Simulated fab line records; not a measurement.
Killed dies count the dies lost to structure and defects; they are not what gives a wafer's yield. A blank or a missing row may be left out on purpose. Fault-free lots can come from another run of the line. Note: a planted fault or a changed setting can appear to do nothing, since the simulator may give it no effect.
2 desks looking at one fault + flow sky130 + numbers are kept per desk, each desk with only its own; the story behind them comes last

== TOOL OWNER'S DESK, hdpcvd-02 ==
The tool's own readings at SKY_FIELD_ISO_CVD_24 (deposits SiO2, target thk 595 nm, time 99.2 s): means of the sampled wafers that have a number, for each lot that ran on this tool. Marked OUT: a lot whose mean sits more than 4 standard deviations from the usual mean, which makes it out of limits; the brackets give that distance.
Columns: A = pressureMtorr at SKY_FIELD_ISO_CVD_24, usual 5.999 mTorr
| lot  | first seen here | A               |
|------|-----------------|-----------------|
| L418 | day 2 13:52     | 6.011           |
| L419 | day 2 16:45     | 6.002           |
| L427 | day 4 11:35     | 5.999           |
| L429 | day 4 20:26     | 6.006           |
| L430 | day 5 02:58     | 5.995           |
| L434 | day 6 06:42     | 5.596 (-34) OUT |
Finding of this desk: L434 out of limits; the first was L434 at day 6 06:42, on pressureMtorr at SKY_FIELD_ISO_CVD_24. In limits: L418, L419, L427, L429, L430.

== METROLOGY DESK ==
Means of the sampled wafers that have a number, per lot and without regard to the tool the lot ran on: this is what the gauges read. Marked OUT: a lot whose mean sits more than 4 standard deviations from the usual mean, which makes it out of limits; the brackets give that distance.
Columns: A = NWELL_OXIDATION_THK at SKY_NWELL_THK_MEAS_02, usual 9.91 nm; B = VT_ADJUST_HVTR_TW at SKY_VT_ADJUST_HVTR_TW_MEAS_11, usual 210.2
| lot  | first seen here | A     | B     |
|------|-----------------|-------|-------|
| L417 | day 2 13:20     | 9.84  | 208.3 |
| L418 | day 2 19:37     | 10.09 | 210.5 |
| L419 | day 2 22:12     | 9.75  | 211.2 |
| L420 | day 3 04:06     | 10.02 | 212.2 |
| L422 | day 3 16:34     | 9.81  | 207.9 |
| L424 | day 4 00:32     | 9.79  | 211.4 |
| L427 | day 4 15:41     | 9.78  | 211.4 |
| L428 | day 4 21:35     | 9.82  | 212.4 |
| L429 | day 5 00:24     | 9.78  | 211.9 |
| L430 | day 5 07:02     | 10.03 | 207.7 |
| L433 | day 6 04:07     | 10.05 | 211.2 |
| L434 | day 6 13:47     | 10.15 | 212.6 |
| L440 | day 7 14:56     | 10.08 | 209.2 |
Result from this desk: across the 13 lots, nothing is out of limits.

== ALL TOGETHER ==
On L434, at day 6 06:42, an alarm was possible from the tool owner's desk.
Nothing out of limits was seen by the metrology desk.
The metrology desk has L434 on record, within its limits.
The lots listed all ran SKY_FIELD_ISO_CVD_24 on hdpcvd-02.

== WHAT THE SIMULATOR HAD PUT IN ==
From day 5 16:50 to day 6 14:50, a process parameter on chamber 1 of hdpcvd-02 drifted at SKY_FIELD_ISO_CVD_24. The setting pressureMtorr was moved by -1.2, starting from 6. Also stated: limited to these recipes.
Lots struck among those shown: L434.
Time in hours from fault onset to the first out-of-limits reading at each desk: the tool owner's desk, 14.
